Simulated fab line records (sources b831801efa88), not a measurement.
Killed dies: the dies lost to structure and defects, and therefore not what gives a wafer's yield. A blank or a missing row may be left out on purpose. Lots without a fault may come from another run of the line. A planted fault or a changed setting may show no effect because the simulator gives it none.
The tool behind it: which one?	flow gf180mcu	route of 602 steps, sampled at 1 step: 7 lots, 21 wafers

== WHAT THE GAUGES READ, wafer by wafer ==
GF_V5_RS_MEAS_24: a four-point-probe measurement.
lot	measured	on	V5_W_RS (ohm/sq)
L654	day 27 14:51	filmMetro-02	0.329 0.331 0.319
L656	day 28 07:44	filmMetro-02	0.326 0.329 0.330
L658	day 29 03:14	filmMetro-04	0.330 0.333 0.315
L660	day 29 11:44	filmMetro-04	0.318 0.321 0.333
L666	day 31 12:55	filmMetro-02	0.333 0.322 0.335
L670	day 32 10:52	filmMetro-04	0.329 0.331 0.331
L672	day 32 21:16	filmMetro-04	0.330 0.320 0.333

== TOOL THAT RAN EACH LOT (tool first, then ch and the chambers of the sampled wafers, then the start) ==
Record: no process step prior to these readings.

== THE ANSWER, worked out from the rows above alone ==
Rule: what is usual is taken from the lots themselves. The widest of any qualifying gaps counts: lots, ordered by their means at a reading, are off when they make up no more than a third of the lots, leave a main group of 4 or more, and stand apart from it by 3 or more times the standard deviation of that group's means. If all means in a main group match to the digits the tables above print for the reading, that group is not used. Also off: a lot with no number at a reading for which 4 or more lots have one. All remaining lots with rows at the step are treated as sound.
No lot is off at any reading shown: from this, nothing can be told.

== WHAT THE SIMULATOR PUT IN ==
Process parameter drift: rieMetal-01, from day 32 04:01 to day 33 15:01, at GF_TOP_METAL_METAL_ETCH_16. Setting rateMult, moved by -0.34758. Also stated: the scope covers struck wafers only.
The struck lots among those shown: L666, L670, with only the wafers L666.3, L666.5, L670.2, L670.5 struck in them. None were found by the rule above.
